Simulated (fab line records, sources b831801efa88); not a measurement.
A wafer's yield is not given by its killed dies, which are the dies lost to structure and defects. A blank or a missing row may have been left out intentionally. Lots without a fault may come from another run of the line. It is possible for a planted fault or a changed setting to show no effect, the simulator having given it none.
A lot that was struck, set against a sound lot || flow sky130 || 20 out of 708 route steps
Sound: wafers L761.2, L761.3, L761.6. Wafers struck: L758.1, L758.3, L758.6. Last of all comes the cause.
At each step with rows: each side's tool, then ch and its chambers, then its first start. Under that, the readings that differ: sound wafers || struck wafers || difference of the means || sigmas: that difference in standard deviations of wafers without a fault.
alike: same words and numbers on both sides, and readings whose means sit less than 2 such deviations apart. not compared: any withheld reading, any reading some wafer has no value for, any bound like >300 that may hide the same value, and any number with overlapping values for which the record gives no deviation.
Wherever a step has rows on one side only, a row that says differs or no value, or a row with sigmas, the two part there. Numbers that don't overlap but have no deviation are shown without sigmas and don't part them. Lack of a reading on every wafer of one side parts them only where that side has two or more wafers.

SKY_RES_XHIGH_STRIP_08: strips in O2/N2.
  sound on plasma asher-04 ch 1, day 28 00:58; struck on plasma asher-04 ch 0,1, day 26 12:55
  alike: drypump motor current A, oes product au, strip time to endpoint s
  not compared: rf hours counter h
SKY_RES_XHIGH_TW_MEAS_09:
  sound on film metro-04, day 28 01:04; struck on film metro-01, day 26 13:01
  alike: RES_XHIGH_TW
then, 7 steps without rows for these wafers: SKY_SD_N_DEHYDRATE_00 (time 60 s); SKY_SD_N_HMDS_01 (prime time 60 s); SKY_SD_N_COAT_02 (resist thk 1140 nm); SKY_SD_N_SOFTBAKE_03 (time 60 s); SKY_SD_N_EXPOSE_04 (exposes mask NSDM, target cd 380 nm); SKY_SD_N_PEB_05; SKY_SD_N_DEVELOP_06 (develop time 60 s).
SKY_SD_N_CD_MEAS_07: target cd 380 nm.
  sound on cd sem-02, day 29 05:45; struck on cd sem-01, day 27 17:55
  alike: cd nm
SKY_SD_N_OVL_MEAS_08:
  sound on overlay-01, day 29 05:52; struck on overlay-02, day 27 18:02
  alike: SD_N_OVL
next, for these wafers, 1 step has no rows: SKY_SD_N_IMPLANT_09.
SKY_SD_N_IMPLANT_10:
  sound on implanter-04 ch 0, day 29 06:04; struck on implanter-01 ch 0, day 27 18:32
  alike: beam energy keV
SKY_SD_N_STRIP_11: strips in O2/N2.
  sound on plasma asher-02 ch 0,1, day 29 06:11; struck on plasma asher-04 ch 0,1, day 27 18:41
{"reading": "strip time to endpoint s (s)", "sound": "22.54 22.50 22.48", "struck": "22.58 22.58 22.66", "difference": "+0.10", "sigmas": "+2"}
  alike: drypump motor current A, oes product au
  not compared: rf hours counter h
SKY_SD_N_TW_MEAS_12:
  sound on film metro-01, day 29 06:18; struck on film metro-03, day 27 18:47
  alike: SD_N_TW
then, 1 step without rows for these wafers: SKY_SD_N_CLEAN_13 (cleans in SC1/SC2, time 150 s).
SKY_SD_N_RTA_14: time 2 s.
  sound on rtp anneal-01 ch 0, day 29 06:24; struck on rtp anneal-02 ch 0, day 27 18:53
  alike: lamp power pct, ramp down c per s, wafer_temp_C_max
SKY_SD_N_RS_MEAS_16: the measuring method here is four-point-probe.
  sound on film metro-03, day 29 06:35; struck on film metro-04, day 27 19:21
{"reading": "SD_N_RS (ohm/sq)", "sound": "68.56 68.52 68.72", "struck": "65.91 65.92 65.76", "difference": -2.74, "sigmas": -25}
SKY_SD_N_RS_MEAS_17: the measuring method here is four-point-probe.
  sound on film metro-03, day 29 06:43; struck on film metro-04, day 27 23:17
  alike: SD_P_RS
-- here the record skips 18 days between the struck wafers' starts before and after, leaving off in module SD_N and picking up in module PAD_OPEN (first step shown: number 708 of the route) --
SKY_PAD_OPEN_PROBE_99:
  sound on prober-02, day 46 20:15; struck on prober-01, day 45 22:00
{"reading": "model.etest.sonos uncharged.r on ohm um", "sound": "820.2 815.3 820.6", "struck": "803 802 801.3", "difference": -17, "sigmas": ""}
{"reading": "model.etest.res ndiff.rs ohm sq", "sound": "119.6 119.8 121", "struck": "116.8 117.4 116.5", "difference": -3.2, "sigmas": ""}
{"reading": "model.etest.res ndiff hv.rs ohm sq", "sound": "115.5 113.1 113.6", "struck": "111.6 111.4 110.7", "difference": -2.8, "sigmas": ""}
  alike: killed_at_M0_to_M3, killed_at_M4_up, killed at contacts, killed at front end, killed at other, killed dies, killed open, killed short

== WHERE THEY PART ==
Last at SKY_SD_N_RS_MEAS_16 as far as this record goes, first at SKY_SD_N_STRIP_11. Later steps at which nothing parts them and some readings are alike: SKY_SD_N_RS_MEAS_17, SKY_PAD_OPEN_PROBE_99.

WHY: what had been put in by the simulator
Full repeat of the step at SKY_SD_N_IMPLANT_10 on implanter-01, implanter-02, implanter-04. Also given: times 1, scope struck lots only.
